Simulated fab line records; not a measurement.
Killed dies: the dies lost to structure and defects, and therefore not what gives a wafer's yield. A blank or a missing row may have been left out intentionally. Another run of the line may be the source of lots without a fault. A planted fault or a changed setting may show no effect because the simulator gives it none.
Problem report in the 8D (eight disciplines) form, filled by code / flow sky130 / the parts of the form that need people (team, actions taken, sign-off) are left out

== 1. THE ISSUE ==
NWELL_RS at SKY_NWELL_RS_MEAS_29 reads a mean of 604.7 ohm/sq on 6 wafers of 2 lots; wafers without a fault read 625.4 ohm/sq with a standard deviation of 1.4. Measured from the usual mean, that is -15 standard deviations.
The step: measures by four-point-probe.
First observed at day 9 16:18: wafer L353.3, on film metro-04. At this step, 36 wafers from 13 lots have a number in the record. Rule for "out" (also "out of limits"): further than 4 standard deviations from the usual mean. Any other wafer with a number is counted as sound.

== 2. WHAT IT IS, WHAT IT ISN'T ==
question=which readings at this step | is=NWELL_RS | is not=-
question=which lots | is=L353, L354 | is not=L336, L338, L339, L340, L342, L343, L344, L346, L356, L357, L359
question=which wafers of those lots | is=all that have a number | is not=-
question=read on which gauges | is=film metro-03, film metro-04 | is not=film metro-02
question=when | is=from day 9 16:18 | is not=up to then (22 sound wafers); but 8 sound wafers of L356, L357, L359 came after

== 3. WHAT RULES OUT EACH SUSPECT ==
Counting: a tool at a process step up to the reading stays a suspect if it ran every lot that is out and no sound lot after the first of them.
- the gauge at SKY_NWELL_RS_MEAS_29 is ruled out. 2 gauges (film metro-03, film metro-04) read the wafers that are out.
- implanter-03 at SKY_NWELL_IMPLANT_12: kept. It processed each lot that is out, first L353 at day 8 17:14, and no sound lot thereafter; up to then, the last sound lot it processed was L346 at day 6 22:57. Its own readings are out on those wafers: dose ions cm2, faraday current uA.
After counting, what remains is implanter-03 at SKY_NWELL_IMPLANT_12.

== 4. THE CAUSE (what the simulator had put in) ==
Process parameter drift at SKY_NWELL_IMPLANT_12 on implanter-03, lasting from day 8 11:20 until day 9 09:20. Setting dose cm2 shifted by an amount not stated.
Counting left only this tool.

== 5. THE EFFECT CHAIN, in route order ==
Each row: a reading where the mean over the struck wafers with a number is more than 3 standard deviations away from the usual. Scope: only readings with a usual standard deviation given in the record; hours: median across lots of the time from each lot's start at the first step in this table that gives one to its start at this step; sigmas: change in usual standard deviations.
hours=0; step=SKY_NWELL_IMPLANT_12; reading=dose ions cm2; usual=1.3001e+12; on struck wafers=2.1938e+12; change=+8.9370e+11; sigmas=+99 or more
hours=0; step=SKY_NWELL_IMPLANT_12; reading=faraday current uA; usual=7.34; on struck wafers=12.21; change=+4.87; sigmas=+32
hours=23; step=SKY_NWELL_RS_MEAS_29; reading=NWELL_RS; usual=625.4 ohm/sq; on struck wafers=604.7; change=-20.7; sigmas=-15
Its process steps:
- SKY_NWELL_IMPLANT_12

== 6. HOW IT WOULD HAVE BEEN CAUGHT EARLIER ==
In this record the first reading out of limits at a measuring or inspecting step was taken at day 9 16:18, 29 hours after the fault began at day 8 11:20.
At SKY_NWELL_IMPLANT_12, the tool's own readings (dose ions cm2, faraday current uA) were out on each struck wafer the step has a row for, so an alarm limit on them would have fired on the first such wafer.
By day 9 16:18 the whole set of lots that are out, 2 in number, had already begun SKY_NWELL_IMPLANT_12 on implanter-03. Had the tool been put on hold then, not one of them would have been saved.
